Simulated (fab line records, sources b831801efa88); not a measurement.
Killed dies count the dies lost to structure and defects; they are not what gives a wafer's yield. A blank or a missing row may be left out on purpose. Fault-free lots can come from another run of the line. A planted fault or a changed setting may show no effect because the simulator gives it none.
Matching of chambers -- flow sky130 -- SKY_VIA2_CMP_02 on cmp-01 has 4 sister chambers
The step polishes SiO2. 8 wafers are shown with their chamber, then 9 later ones without.

WAFERS, EACH WITH ITS CHAMBER
wafer,chamber,motorCurrentA (A)
L716.2,3,13.4
L717.2,3,12.9
L717.6,2,12.6
L719.4,1,12.1
L719.6,0,10.8
L723.1,0,11.0
L723.5,1,11.8
L723.6,2,12.1

WAFERS MISSING THEIR CHAMBER
wafer,motorCurrentA (A)
L724.2,12.3
L724.4,11.2
L724.5,12.9
L726.2,12.0
L726.3,13.0
L726.6,11.5
L728.2,10.2
L728.3,13.6
L728.4,11.7

WHICH CHAMBER EACH ONE RAN IN
wafer,from the rows above,in truth
L724.2,can't be placed: 2 or 1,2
L724.4,can't be placed: 0 or 1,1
L724.5,can't be placed: 3 or 2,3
L726.2,can't be placed: 1 or 2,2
L726.3,can't be placed: 3 or 2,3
L726.6,can't be placed: 1 or 0 or 2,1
L728.2,0,0
L728.3,3,3
L728.4,can't be placed: 1 or 2 or 0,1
Placed correctly: 2 of 9. Unplaceable from these rows: 7, with the true chamber sitting among the candidates in 7. Wrongly placed: 0.
How it was worked out, from the rows above alone: a wafer's distance from a chamber is the root of the sum, over the readings, of the square of ((its reading less the chamber's mean) divided by the reading's scatter). The wafer belongs to the nearest chamber; if the next one is less than 2 further off, it can't be placed. The mean given for a chamber averages the wafers shown for that chamber. The scatter: the root of (the sum of the squares of (reading less its chamber's mean) over the shown wafers, divided by (wafers less chambers)).
